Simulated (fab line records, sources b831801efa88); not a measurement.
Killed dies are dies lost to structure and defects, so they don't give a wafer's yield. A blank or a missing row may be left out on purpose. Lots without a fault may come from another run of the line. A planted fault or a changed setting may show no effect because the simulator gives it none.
fab line records | flow sky130
record lots=14 wafers=42 last_day=50
route steps=708 shown FIELD_ISO@15 POLY_GATE@231 LDD_LDN@301 SD_P@331
lots that met no fault: from a run of the same line without faults
start_h: hours from the record's first day to the start of the lot's first wafer shown | wait_h: hours since the lot's step before | " the same as in the row above | L1.1+2: a row that stands for several wafers | - no value, or no start given | * or withheld: withheld | < > ~ a bound
route shown NAME@n: a module of which the file shows steps, and the number in the route of the first | usual: mean/standard deviation of fault-free wafers | same: alike in all rows | chamber/n: place in a boat | sites: the reading at each site | _std_site: their standard deviation | _edge_site: outer sites' mean less inner sites' | radius_mm: how far each site lies from the wafer's centre | mask NAME#n: copy n | behind: the tool/chamber that last shaped the wafer | hold: why the lot was held/for how many hours/how that ended | device: the transistor (n, p or np) that didn't switch | end of line: the same wafers' tests at the end of the route | a step without rows: its recipe alone | killed: dies lost to structure and defects at the first sort, not the wafer's yield | map: a wafer's dies, x killed, . not, _ none there
set.NAME: the setting as run; set.NAME@STEP: as run at that earlier step | model.NAME: the simulator's own value behind a step, which no gauge read
steps of the route over a sample of lots; a table a step, a row a wafer
services: from which hour (start_h, from the record's first day; less than 0 if before it) a tool's chamber was out of use, for how many hours, and why
## steps
# step SKY_FIELD_ISO_ETCH_14
# recipe chemistry=N2/H2 target=BARC ion_energy_ev=200 source_w=500 bias_w=100 pressure_mtorr=30 n2_flow_sccm=100 h2_flow_sccm=200 stop_on=SiO2 time_s=45.9 target_depth_a=600
# usual chamber_pressure_mTorr=29.999/0.026 drypump_motor_current_A=5.7/0.47 oes_product_au=0.863/0.0048 run_length_s=74.1/0.52 throttle_valve_pct=13.227/0.0083
# columns lot.wafer tool chamber start_h wait_h chamber_pressure_mTorr drypump_motor_current_A oes_product_au rf_hours_counter_h run_length_s throttle_valve_pct
L119.1 rie_diel-04 0 34.79 0.1 29.974 6.4 0.864 44 73.8 13.215
L119.2 " 2 " " 29.993 6.4 0.867 173 73.9 13.235
L119.6 " 1 " " 30.026 4.9 0.863 - 74.1 13.226
L120.1 rie_diel-01 0 35.14 0.1 29.972 6.2 0.861 143 74.3 13.247
L120.2 " 3 " " 30.011 6.0 0.858 3 74.9 13.229
L120.6 " 3 " " 30.005 6.0 0.858 - 75.0 13.224
L121.1 rie_diel-02 0 39.24 0.1 29.982 5.8 0.865 13 73.7 13.245
L121.3 " 3 " " 29.999 5.2 0.859 17 73.9 13.209
L121.5 " 2 " " 29.957 5.5 0.871 - 73.8 13.226
L122.2 rie_diel-04 3 44.03 0.1 30.039 5.0 0.868 132 74.0 13.223
L122.4 " 2 " " 30.025 6.4 0.866 173 73.9 13.236
L122.5 " 3 " " 29.972 5.0 0.862 - 74.7 13.213
L123.1 rie_diel-02 3 49.00 0.1 30.000 5.1 0.863 17 73.7 13.225
L123.3 " 0 " " 30.017 5.8 0.865 14 73.5 13.229
L123.5 " 3 " " 29.988 5.2 0.861 - 73.6 13.215
L128.2 rie_diel-02 1 76.90 0.1 29.984 5.9 0.973 89 34.0 13.262
L128.3 " 3 " " 29.973 5.2 0.981 18 33.3 13.235
L128.4 " 2 " " 29.970 5.5 0.995 80 33.5 13.211
L129.1 rie_diel-01 2 81.35 0.1 30.003 6.1 0.866 2 73.9 13.235
L129.4 " 3 " " 30.022 6.0 0.862 - 74.9 13.224
L129.6 " 2 " " 30.040 6.1 0.858 - 74.2 13.223
L131.1 rie_diel-02 1 91.09 0.1 29.910 5.9 1.002 89 33.8 13.247
L131.2 " 0 " " 29.998 5.8 1.019 14 33.0 13.267
L131.6 " 0 " " 30.016 5.8 1.002 - 32.8 13.247
L132.1 rie_diel-01 0 95.75 0.1 30.031 6.2 0.868 144 74.5 13.218
L132.5 " 2 " " 30.037 6.1 0.863 - 73.8 13.222
L132.6 " 3 " " 29.997 6.0 0.860 - 74.9 13.230
L137.1 rie_diel-01 0 123.38 0.1 29.994 6.2 0.874 145 74.4 13.216
L137.2 " 3 " " 29.976 6.0 0.865 5 75.1 13.210
L137.6 " 0 " " 30.034 6.2 0.861 - 74.6 13.218
L138.1 rie_diel-01 1 126.69 0.1 30.014 5.7 0.858 1 73.3 13.239
L138.4 " 2 " " 29.960 6.1 0.857 4 73.6 13.237
L138.5 " 1 " " 30.010 5.7 0.855 - 73.0 13.230
L140.1 rie_diel-04 0 137.75 0.1 29.998 6.4 0.865 46 74.1 13.222
L140.5 " 1 " " 29.994 4.9 0.861 - 74.5 13.230
L140.6 " 2 " " 29.982 6.4 0.862 - 74.0 13.235
L141.2 rie_diel-04 3 145.59 0.1 30.001 5.0 0.863 134 74.0 13.234
L141.4 " 1 " " 30.025 4.9 0.867 10 73.7 13.231
L141.6 " 0 " " 30.025 6.4 0.855 - 74.4 13.214
L142.3 rie_diel-04 1 153.54 0.1 29.992 4.9 0.861 10 74.0 13.234
L142.4 " 3 " " 29.991 5.0 0.854 134 74.7 13.222
L142.5 " 0 " " 30.046 6.3 0.861 - 73.8 13.233
# step SKY_FIELD_ISO_ETCH_15
# recipe chemistry=CHF3/O2 target_depth_nm=180 stop_on=Si source_w=600 bias_w=200 pressure_mtorr=40 chf3_flow_sccm=50 O2_flow_sccm=5 time_s=72
# usual chamber_pressure_mTorr=40.00/0.035 chf3_flow_sccm=50.01/0.15 drypump_motor_current_A=5.7/0.47 oes_product_au=0.948/0.0076 run_length_s=100.2/0.54 throttle_valve_pct=8.844/0.0098
# columns lot.wafer tool chamber start_h wait_h chamber_pressure_mTorr chf3_flow_sccm drypump_motor_current_A oes_product_au rf_hours_counter_h run_length_s throttle_valve_pct
L119.1 rie_diel-04 0 34.83 0.0 40.05 50.14 6.3 0.952 44 100.5 8.862
L119.2 " 2 " " 40.00 49.65 6.4 0.964 173 99.9 8.845
L119.6 " 1 " " 39.93 50.00 4.9 0.965 - 100.3 8.849
L120.1 rie_diel-01 0 35.18 0.0 39.98 50.03 6.2 0.962 143 100.5 8.844
L120.2 " 3 " " 39.99 49.99 5.9 0.972 3 101.1 8.860
L120.6 " 3 " " 39.94 50.03 6.0 0.953 - 101.1 8.843
L121.1 rie_diel-02 0 39.28 0.0 40.07 49.86 5.8 0.938 13 99.4 8.854
L121.3 " 3 " " 39.91 50.19 5.2 0.946 17 99.7 8.844
L121.5 " 2 " " 39.94 49.96 5.5 0.945 - 100.5 8.856
L122.2 rie_diel-04 3 44.07 0.0 40.04 50.08 5.0 0.950 132 100.6 8.824
L122.4 " 2 " " 40.01 49.92 6.4 0.951 173 100.0 8.859
L122.5 " 3 " " 40.01 50.13 5.0 0.945 - 100.6 8.854
L123.1 rie_diel-02 3 49.04 0.0 40.05 50.05 5.2 0.948 17 99.8 8.840
L123.3 " 0 " " 39.98 49.98 5.8 0.942 14 99.6 8.852
L123.5 " 3 " " 39.99 50.31 5.1 0.950 - 100.0 8.847
L128.2 rie_diel-02 1 76.94 0.0 39.97 50.04 5.9 0.372 89 100.5 8.668
L128.3 " 3 " " 40.01 50.34 5.2 0.372 18 99.9 8.678
L128.4 " 2 " " 40.02 50.19 5.4 0.371 81 100.5 8.665
L129.1 rie_diel-01 2 81.39 0.0 39.98 50.26 6.1 0.941 2 100.6 8.861
L129.4 " 3 " " 39.99 50.02 6.0 0.949 - 101.0 8.853
L129.6 " 2 " " 39.96 50.34 6.1 0.950 - 100.0 8.844
L131.1 rie_diel-02 1 91.13 0.0 40.06 50.13 5.9 0.368 89 100.7 8.665
L131.2 " 0 " " 39.90 50.05 5.8 0.370 14 99.6 8.665
L131.6 " 0 " " 40.00 50.04 5.8 0.377 - 99.9 8.678
L132.1 rie_diel-01 0 95.79 0.0 40.01 49.99 6.2 0.948 144 100.7 8.862
L132.5 " 2 " " 40.00 50.03 6.1 0.938 - 100.0 8.857
L132.6 " 3 " " 40.03 49.94 6.0 0.943 - 101.5 8.855
L137.1 rie_diel-01 0 123.42 0.0 39.95 49.96 6.2 0.947 145 100.5 8.836
L137.2 " 3 " " 40.06 50.22 6.0 0.956 5 101.8 8.834
L137.6 " 0 " " 40.00 49.99 6.2 0.954 - 100.6 8.845
L138.1 rie_diel-01 1 126.73 0.0 40.01 49.98 5.7 0.953 1 99.2 8.848
L138.4 " 2 " " 39.97 50.07 6.1 0.945 4 99.9 8.828
L138.5 " 1 " " 40.06 49.97 5.7 0.952 - 99.1 8.841
L140.1 rie_diel-04 0 137.79 0.0 39.98 50.14 6.3 0.942 46 100.0 8.848
L140.5 " 1 " " 39.98 49.98 4.9 0.952 - 99.9 8.850
L140.6 " 2 " " 40.02 50.08 6.4 0.946 - 100.3 8.845
L141.2 rie_diel-04 3 145.63 0.0 40.02 50.30 5.0 0.944 134 100.4 8.833
L141.4 " 1 " " 40.05 50.04 4.9 0.946 10 100.4 8.843
L141.6 " 0 " " 40.01 49.63 6.3 0.940 - 99.9 8.823
L142.3 rie_diel-04 1 153.58 0.0 40.02 50.05 4.9 0.945 10 100.3 8.856
L142.4 " 3 " " 39.96 50.03 5.0 0.945 134 100.2 8.846
L142.5 " 0 " " 40.04 49.73 6.4 0.947 - 100.3 8.837
# step SKY_FIELD_ISO_STRIP_16
# recipe chemistry=O2/N2 power_w=1400 pressure_mtorr=1500 platen_temp_c=withheld o2_flow_sccm=3000 n2_flow_sccm=300 overash_fraction=0.4779
# usual chamber_pressure_mTorr=1499.9/1.3 drypump_motor_current_A=5.6/0.35 oes_product_au=0.379/0.0048 strip_time_to_endpoint_s=3.563/0.028
# columns lot.wafer tool chamber start_h wait_h chamber_pressure_mTorr drypump_motor_current_A oes_product_au rf_hours_counter_h strip_time_to_endpoint_s
L119.1 plasma_asher-01 0 34.89 0.0 1500.7 6.0 0.375 21 3.564
L119.2 " 1 " " 1501.9 5.7 0.387 21 3.547
L119.6 " 1 " " 1501.7 5.7 0.377 - 3.547
L120.1 plasma_asher-01 0 35.24 0.0 1498.2 6.0 0.377 21 3.589
L120.2 " 1 " " 1500.0 5.7 0.378 21 3.519
L120.6 " 1 " " 1500.9 5.7 0.372 - 3.540
L121.1 plasma_asher-03 1 39.34 0.0 1500.1 5.0 0.379 36 3.550
L121.3 " 1 " " 1498.6 5.0 0.386 - 3.566
L121.5 " 0 " " 1501.5 4.8 0.375 - 3.545
L122.2 plasma_asher-04 0 44.13 0.0 1500.2 5.6 0.387 36 3.577
L122.4 " 1 " " 1500.9 5.7 0.378 - 3.575
L122.5 " 0 " " 1497.7 5.7 0.382 - 3.560
L123.1 plasma_asher-01 0 49.10 0.0 1499.5 6.0 0.384 22 3.612
L123.3 " 1 " " 1497.6 5.7 0.378 - 3.526
L123.5 " 1 " " 1501.0 5.7 0.381 - 3.589
L128.2 plasma_asher-04 1 77.00 0.0 1502.2 5.7 0.399 39 3.976
L128.3 " 1 " " 1499.5 5.7 0.391 - 4.003
L128.4 " 0 " " 1497.9 5.6 0.391 - 3.961
L129.1 plasma_asher-03 0 81.45 0.0 1499.9 4.8 0.380 40 3.572
L129.4 " 0 " " 1499.5 4.8 0.375 - 3.510
L129.6 " 0 " " 1499.5 4.8 0.387 - 3.580
L131.1 plasma_asher-04 0 91.19 0.0 1499.2 5.7 0.405 41 3.980
L131.2 " 1 " " 1501.2 5.7 0.396 41 3.927
L131.6 " 1 " " 1499.6 5.7 0.404 - 3.938
L132.1 plasma_asher-03 1 95.85 0.0 1499.0 5.0 0.379 42 3.598
L132.5 " 1 " " 1495.4 5.0 0.382 - 3.573
L132.6 " 0 " " 1499.7 4.8 0.388 - 3.575
L137.1 plasma_asher-01 0 123.47 0.0 1499.5 6.0 0.378 30 3.554
L137.2 " 1 " " 1503.9 5.7 0.374 30 3.486
L137.6 " 0 " " 1498.6 6.0 0.378 - 3.550
L138.1 plasma_asher-04 1 126.79 0.0 1499.9 5.7 0.375 44 3.539
L138.4 " 0 " " 1498.6 5.6 0.377 - 3.536
L138.5 " 1 " " 1498.6 5.7 0.386 - 3.569
L140.1 plasma_asher-04 0 137.85 0.0 1499.2 5.6 0.384 46 3.595
L140.5 " 0 " " 1500.9 5.6 0.381 - 3.581
L140.6 " 1 " " 1500.7 5.7 0.386 - 3.590
L141.2 plasma_asher-01 0 145.69 0.0 1500.5 6.0 0.372 32 3.522
L141.4 " 1 " " 1498.6 5.7 0.390 - 3.525
L141.6 " 1 " " 1499.0 5.7 0.375 - 3.519
L142.3 plasma_asher-01 0 153.67 0.1 1499.5 6.0 0.383 - 3.558
L142.4 " 1 " " 1500.2 5.8 0.385 - 3.555
L142.5 " 1 " " 1498.6 5.7 0.383 - 3.532
# step SKY_POLY_GATE_ETCH_17
# recipe target_depth_nm=180 stop_on=SiO2 over_etch_frac=0.56667 chemistry=HBr/Cl2 target=poly-Si icp_w=400 bias_w=100 pressure_mtorr=10 HBr_flow_sccm=150 Cl2_flow_sccm=50 time_s=70.5
# usual chamber_pressure_mTorr=10.001/0.0088 drypump_motor_current_A=5.7/0.4 oes_product_au=0.991/0.008 run_length_s=98.7/0.39 throttle_valve_pct=33.685/0.0094
# columns lot.wafer tool chamber start_h wait_h chamber_pressure_mTorr drypump_motor_current_A oes_product_au rf_hours_counter_h run_length_s throttle_valve_pct
L119.1 rie_si-02 1 378.66 0.0 10.000 5.6 0.986 3.2 98.6 33.698
L119.2 " 3 " " 10.005 5.6 1.001 2.1 98.8 33.698
L119.6 " 1 " " 9.998 5.5 0.989 - 98.5 33.686
L120.1 rie_si-02 3 378.71 0.1 10.017 5.6 0.997 2.1 98.8 33.675
L120.2 " 2 " " 9.995 5.7 0.985 0.6 98.5 33.687
L120.6 " 0 " " 10.011 5.2 0.992 - 98.7 33.681
L121.1 rie_si-02 3 380.51 0.0 9.987 5.6 1.005 2.2 98.7 33.690
L121.3 " 2 " " 9.999 5.7 0.996 0.6 98.8 33.673
L121.5 " 1 " " 10.001 5.6 0.996 - 98.4 33.693
L123.1 rie_si-02 3 387.80 0.0 10.000 5.6 1.003 2.3 98.7 33.688
L123.3 " 1 " " 9.992 5.6 0.989 3.5 98.8 33.697
L123.5 " 3 " " 10.008 5.6 0.998 - 99.2 33.685
L122.2 rie_si-02 0 390.05 0.0 10.000 5.2 0.999 3.7 98.1 33.674
L122.4 " 3 " " 10.025 5.6 1.010 2.4 99.2 33.683
L122.5 " 3 " " 10.005 5.6 1.006 - 98.8 33.683
L129.1 rie_si-02 1 449.91 0.0 10.000 5.5 0.976 4.3 98.5 33.700
L129.4 " 0 " " 10.012 5.2 0.986 4.4 98.3 33.687
L129.6 " 3 " " 9.992 5.6 0.973 - 98.7 33.678
L132.1 rie_si-01 3 475.10 0.0 10.001 5.3 0.983 1.7 99.1 33.694
L132.5 " 2 " " 9.995 6.1 0.997 - 98.1 33.682
L132.6 " 1 " " 10.009 6.6 0.977 - 98.9 33.678
L137.1 rie_si-02 1 522.26 0.0 10.005 5.6 0.981 4.7 98.3 33.682
L137.2 " 3 " " 10.000 5.6 0.982 3.4 99.0 33.659
L137.6 " 2 " " 10.010 5.7 0.982 - 98.8 33.690
L138.1 rie_si-01 2 533.31 0.0 9.991 6.1 0.990 3.0 98.1 33.678
L138.4 " 3 " " 10.001 5.4 0.976 1.8 99.0 33.671
L138.5 " 0 " " 10.024 5.6 0.982 - 99.2 33.692
L140.1 rie_si-01 1 546.11 0.0 9.994 6.6 0.980 2.5 99.2 33.679
L140.5 " 3 " " 10.015 5.3 0.992 - 99.2 33.686
L140.6 " 2 " " 10.014 6.1 0.993 - 98.5 33.685
L141.2 rie_si-02 1 558.80 0.0 9.997 5.6 0.998 4.8 98.7 33.685
L141.4 " 0 " " 9.999 5.2 0.997 4.9 98.2 33.703
L141.6 " 2 " " 9.995 5.6 0.999 - 98.5 33.674
L142.3 rie_si-01 0 578.60 0.0 10.001 5.6 0.989 0.5 99.1 33.679
L142.4 " 3 " " 10.001 5.3 0.995 1.9 98.9 33.687
L142.5 " 3 " " 10.006 5.3 0.992 - 99.1 33.696
# step SKY_LDD_LDN_STRIP_12
# recipe chemistry=O2/N2 power_w=1400 pressure_mtorr=1500 platen_temp_c=withheld o2_flow_sccm=3000 n2_flow_sccm=300 overash_fraction=0.5
# usual chamber_pressure_mTorr=1500.0/1.4 drypump_motor_current_A=5.4/0.45 oes_product_au=0.716/0.0047 strip_time_to_endpoint_s=14.16/0.037
# columns lot.wafer tool chamber start_h wait_h chamber_pressure_mTorr drypump_motor_current_A oes_product_au rf_hours_counter_h strip_time_to_endpoint_s
L119.1 plasma_asher-02 1 533.10 0.1 1501.2 5.5 0.721 9 14.14
L119.2 " 0 " " 1499.5 6.1 0.722 9 14.13
L119.6 " 1 " " 1500.2 5.5 0.718 - 14.17
L120.1 plasma_asher-04 0 536.71 0.1 1499.2 5.6 0.711 84 14.18
L120.2 " 1 " " 1500.4 5.8 0.707 84 14.13
L120.6 " 1 " " 1496.6 5.7 0.719 - 14.16
L121.1 plasma_asher-04 0 537.09 0.1 1501.1 5.6 0.719 85 14.13
L121.3 " 1 " " 1499.6 5.7 0.708 - 14.16
L121.5 " 0 " " 1498.4 5.6 0.723 - 14.14
L123.1 plasma_asher-04 0 543.24 0.1 1499.3 5.6 0.720 85 14.16
L123.3 " 0 " " 1500.5 5.7 0.716 - 14.12
L123.5 " 1 " " 1499.4 5.7 0.716 - 14.12
L122.2 plasma_asher-03 1 551.01 0.1 1498.9 5.0 0.707 42 14.07
L122.4 " 1 " " 1499.9 5.0 0.707 - 14.07
L122.5 " 0 " " 1499.3 4.8 0.719 - 14.10
L129.1 plasma_asher-02 0 604.28 0.1 1498.7 6.1 0.711 17 14.15
L129.4 " 1 " " 1500.6 5.5 0.722 - 14.12
L129.6 " 1 " " 1500.6 5.5 0.714 - 14.14
L132.1 plasma_asher-03 0 629.59 0.1 1503.3 4.8 0.724 49 14.14
L132.5 " 0 " " 1501.3 4.8 0.720 - 14.14
L132.6 " 1 " " 1500.7 5.0 0.711 - 14.15
L137.1 plasma_asher-03 0 672.49 0.1 1498.5 4.9 0.720 53 14.22
L137.2 " 1 " " 1499.7 5.0 0.713 53 14.14
L137.6 " 0 " " 1498.5 4.9 0.714 - 14.18
L138.1 plasma_asher-03 0 682.94 0.1 1501.0 4.8 0.723 54 14.22
L138.4 " 1 " " 1501.0 5.0 0.716 - 14.16
L138.5 " 1 " " 1502.4 5.0 0.719 - 14.21
L140.1 plasma_asher-02 1 694.71 0.1 1501.3 5.5 0.706 25 14.19
L140.5 " 0 " " 1500.9 6.1 0.708 - 14.12
L140.6 " 1 " " 1499.1 5.5 0.720 - 14.15
L141.2 plasma_asher-02 0 705.31 0.1 1501.6 6.1 0.720 27 14.16
L141.4 " 0 " " 1500.0 6.1 0.722 - 14.18
L141.6 " 0 " " 1499.5 6.1 0.718 - 14.22
L142.3 plasma_asher-03 1 723.04 0.1 1499.9 5.0 0.713 - 14.17
L142.4 " 0 " " 1499.4 4.8 0.709 - 14.19
L142.5 " 0 " " 1500.1 4.9 0.714 - 14.18
# step SKY_SD_P_TW_MEAS_11
# usual SD_P_TW=2815/19
# columns lot.wafer tool chamber start_h wait_h SD_P_TW
L119.1 film_metro-01 - 593.43 0.1 2786
L119.2 " - " " 2783
L119.6 " - " " 2796
L120.1 film_metro-03 - 597.93 0.1 2819
L120.2 " - " " 2802
L120.6 " - " " 2829
L121.1 film_metro-03 - 599.61 0.1 2822
L121.3 " - " " 2821
L121.5 " - " " 2832
L123.1 film_metro-01 - 604.48 0.1 2807
L123.3 " - " " 2800
L123.5 " - " " 2809
L122.2 film_metro-01 - 615.59 0.1 2809
L122.4 " - " " 2791
L122.5 " - " " 2802
L129.1 film_metro-02 - 664.98 0.1 2846
L129.4 " - " " 2842
L129.6 " - " " 2835
L132.1 film_metro-03 - 688.48 0.1 2839
L132.5 " - " " 2825
L132.6 " - " " 2839
L137.1 film_metro-03 - 731.08 0.1 2798
L137.2 " - " " 2796
L137.6 " - " " 2818
L138.1 film_metro-03 - 740.83 0.1 2806
L138.4 " - " " 2813
L138.5 " - " " 2801
L140.1 film_metro-01 - 754.63 0.1 2838
L140.5 " - " " 2835
L140.6 " - " " 2823
L141.2 film_metro-01 - 762.79 0.1 2833
L141.4 " - " " 2836
L141.6 " - " " 2836
L142.3 film_metro-01 - 778.93 0.1 2833
L142.4 " - " " 2824
L142.5 " - " " 2833
## services
# columns tool chamber start_h hours kind
rie_diel-01 - 18.92 2.8 pm
rie_diel-04 3 108.65 10.9 repair
rie_diel-04 3 127.13 4.7 repair
rie_diel-01 2 162.42 3.5 repair
rie_diel-04 0 168.58 19.2 repair
rie_diel-04 2 177.03 6.0 repair
rie_diel-04 2 251.28 19.4 repair
rie_diel-01 0 256.25 4.9 repair
rie_diel-01 3 269.56 3.5 repair
rie_diel-04 - 292.06 0.7 repair
rie_diel-04 - 298.87 2.8 pm
rie_diel-01 0 299.32 4.2 repair
rie_diel-01 - 345.49 1.6 repair
rie_diel-01 3 374.34 7.1 repair
rie_diel-04 - 466.02 0.3 repair
rie_diel-01 0 474.56 3.8 repair
rie_diel-01 2 541.35 130.5 repair
rie_diel-01 1 573.41 9.7 repair
rie_diel-01 0 581.74 1.5 repair
rie_diel-01 3 594.80 7.5 repair
rie_diel-01 - 607.01 15.6 pm
rie_diel-01 3 636.63 4.0 repair
rie_diel-04 3 670.12 13.5 repair
rie_diel-01 1 670.89 1.5 repair
## key
first_sign step=SKY_FIELD_ISO_ETCH_14 reading=run_length_s direction=down sigmas=79 usual=* struck=*
effect step=SKY_FIELD_ISO_ETCH_14 reading=oes_product_au direction=up sigmas=27 usual=0.863 struck=0.995
effect step=SKY_FIELD_ISO_ETCH_15 reading=oes_product_au direction=down sigmas=76 usual=0.948 struck=0.372
effect step=SKY_FIELD_ISO_STRIP_16 reading=strip_time_to_endpoint_s direction=up sigmas=14 usual=* struck=*
met_at SKY_FIELD_ISO_ETCH_14
struck_lots L128,L131
later_rows_left_out L128.2,L128.3,L128.4,L131.1,L131.2,L131.6
sort_left_out L128.2,L128.3,L128.4,L131.1,L131.2,L131.6
tester_left_out L128,L131
not_acting_at SKY_POLY_GATE_ETCH_17,SKY_LDD_LDN_STRIP_12,SKY_SD_P_TW_MEAS_11
onset_between 49.00 76.90
fault kind=process_parameter_drift tool=rie_diel-02 chamber=- onset_h=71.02 steps=SKY_FIELD_ISO_ETCH_14 channel=time_s offset=* shape=step end_h=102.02 acts_in=* stated=*
# tester_left_out: of these lots the tester's yield and bins aren't shown, on N5 and GAA mostly nor the transistor test; their killed dies are dies lost to structure and defects alone, not to doping, threshold or leakage, so they don't give the yield
# sort_left_out: the simulated sort isn't trusted on such a fault, so these wafers' sort isn't shown, and their yield isn't known
# later_rows_left_out: the simulator's readings of these wafers behind a module that went badly wrong aren't trusted and aren't shown, but for the sort
